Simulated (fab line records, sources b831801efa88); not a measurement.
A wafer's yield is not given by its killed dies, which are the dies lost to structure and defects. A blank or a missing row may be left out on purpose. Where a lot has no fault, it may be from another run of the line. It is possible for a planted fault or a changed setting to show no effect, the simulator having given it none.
Struck lot and sound lot, side by side -- flow sky130 -- 16 out of 708 route steps
Sound: wafers L163.1, L163.4, L163.6. Wafers L167.1, L167.5, L167.6 were the ones struck. Last of all comes the cause.
Each step with rows lists, per side, the tool, then ch with its chambers, then its first start. Under that, the readings that differ: sound wafers -- struck wafers -- difference of the means -- sigmas: that difference in standard deviations of wafers without a fault.
alike: readings with means less than 2 such deviations apart, plus words and numbers identical on both sides. not compared: withheld readings, readings lacking a value on some wafer, bounds such as >300 that could conceal the same value, and numbers that have no deviation in the record and whose values overlap.
The two part at a step that has a row with sigmas, a row that says differs or no value, or rows on one side only. Numbers that have no deviation but don't overlap get no sigmas and don't part them. Lack of a reading on every wafer of one side parts them only where that side has two or more wafers.

first, 5 steps without rows for these wafers: SKY_POLY_GATE_COAT_08 (resist thk 450 nm); SKY_POLY_GATE_SOFTBAKE_09 (time 90 s); SKY_POLY_GATE_EXPOSE_10 (exposes mask P1M, target cd 150 nm); SKY_POLY_GATE_PEB_11; SKY_POLY_GATE_DEVELOP_12 (develop time 60 s).
SKY_POLY_GATE_CD_MEAS_13 targets a cd of 150 nm.
  sound on cd-sem-02 at day 20 02:56; struck on cd-sem-01 at day 21 07:16
  alike: cd-nm
SKY_POLY_GATE_OVL_MEAS_14:
  sound on overlay-02 at day 20 03:04; struck on overlay-01 at day 21 07:23
  alike: POLY_GATE_OVL
SKY_POLY_GATE_ETCH_15: etches BARC in N2/H2, stops on SiO2, time 118.5 s, target depth 110 nm.
  sound on rie-diel-01 ch 0,1,3, day 20 03:05; struck on rie-diel-04 ch 0,3, day 21 07:25
  alike: drypump-motor-current-A, oes-product-au, throttle-valve-pct
  not compared: rf-hours-counter-h
SKY_POLY_GATE_ETCH_16: etches Si3N4 in CH3F/O2, stops on poly-Si, time 147.5 s, target depth 75 nm.
  sound on rie-diel-01 ch 0,1,3, day 20 03:11; struck on rie-diel-04 ch 0,3, day 21 07:30
  alike: drypump-motor-current-A, oes-product-au, throttle-valve-pct
  not compared: rf-hours-counter-h
SKY_POLY_GATE_ETCH_17: etches poly-Si in HBr/Cl2, stops on SiO2, target depth 180 nm, time 70.5 s.
  sound on rie-si-01 ch 0,1, day 20 03:16; struck on rie-si-01 ch 0,2,3, day 21 07:36
  alike: drypump-motor-current-A, oes-product-au, throttle-valve-pct
  not compared: rf-hours-counter-h
SKY_POLY_GATE_STRIP_18: strips in O2/N2.
  sound on plasma-asher-03 ch 1, day 20 03:20; struck on plasma-asher-03 ch 0,1, day 21 07:40
  alike: drypump-motor-current-A, o2-flow-sccm, oes-product-au, strip-time-to-endpoint-s
  not compared: rf-hours-counter-h
then, 1 step without rows for these wafers: SKY_POLY_GATE_CLEAN_19 (cleans in SC1/SC2, time 150 s).
SKY_POLY_GATE_OXIDATION_20: stabilise 600 s, purge 300 s, target thk 4 nm.
  sound on furnace-01 ch 0, day 20 05:31; struck on furnace-01 ch 0, day 21 07:49
reading,sound,struck,difference,sigmas
spike-tc-bottom-C (C),872.4 870.3 871.5,911.1 911.5 914.0,+40.8,+16
spike-tc-centre-C (C),850.8 849.1 849.8,891.1 892.3 892.4,+42.0,+26
spike-tc-lower-C (C),848.8 851.0 849.1,891.4 891.4 888.9,+40.9,+42
spike-tc-top-C (C),863.1 863.6 864.6,904.1 903.1 903.6,+39.8,+44
spike-tc-upper-C (C),852.0 849.3 848.7,892.3 891.1 891.5,+41.6,+38
tube-center-temp-C (C),850.06 850.01 849.87,891.66 891.63 891.7,+41.68,+99 or more
tube_center_temp_C_max,852.5 852.4 852.1,893.9 893.9 893.6,+41.5,+99 or more
zone-power-lower-pct (%),17.7 17.5 17.8,19.6 19.6 19.6,+1.9,+3
model.SiO2_of_POLY_GATE_OXIDATION_20.thk-nm (nm),3.967 3.979 3.985,6.578 6.494 6.528,+2.556,
SKY_POLY_GATE_THK_MEAS_21:
  sound on film-metro-01 at day 20 06:46; struck on film-metro-03 at day 21 09:04
reading,sound,struck,difference,sigmas
POLY_GATE_OXIDATION_THK (nm),3.93 3.98 4.01,6.56 6.51 6.55,+2.57,+33
SKY_POLY_GATE_CD_MEAS_22:
  sound on cd-sem-01 at day 20 06:50; struck on cd-sem-02 at day 21 09:07
  alike: cd-nm
-- a jump in the record: the struck wafers' starts before and after are 28 days apart (it breaks off in module POLY_GATE and resumes in module PAD_OPEN, where the first step shown is number 708 of the route) --
SKY_PAD_OPEN_PROBE_99:
  sound on prober-01 at day 48 09:31; struck on prober-01 at day 49 09:22
reading,sound,struck,difference,sigmas
model.etest.tip-sonos.rs-ohm-sq,2774 2735 2726,3180 3166 3214,+442,
model.etest.tip-p.rs-ohm-sq,6845 6818 6890,7278 7270 7295,+430,
model.etest.pfet_01v8.r-on-ohm-um,2882 2808 2799,3169 3114 3251,+348,
model.etest.res-pdiff.line-ohm-um,1325 1346 1394,1437 1454 1450,+92,
model.etest.tip-n.rs-ohm-sq,439.8 438.2 440.3,495.9 494.7 496.1,+56.1,
model.etest.nfet_01v8.r-on-ohm-um,845.1 828.1 837,883.3 891.5 898,+54.2,
model.etest.res-ndiff.line-ohm-um,755.3 757 769,802 783.3 780.4,+28,
model.etest.sonos-uncharged.r-on-ohm-um,825.9 799.5 801.6,853.5 844.6 874.7,+48.6,
  alike: killed_at_M0_to_M3, killed_at_M4_up, killed-at-contacts, killed-at-front-end, killed-at-other, killed-dies, killed-open, killed-short

WHERE THEY PART
At SKY_POLY_GATE_OXIDATION_20 first; at SKY_POLY_GATE_THK_MEAS_21 last (within this record only). Later steps at which nothing parts them and some readings are alike: SKY_POLY_GATE_CD_MEAS_22, SKY_PAD_OPEN_PROBE_99.

WHY: what the simulator had put in
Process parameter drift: furnace-01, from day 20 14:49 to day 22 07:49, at SKY_POLY_GATE_OXIDATION_20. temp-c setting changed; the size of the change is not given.
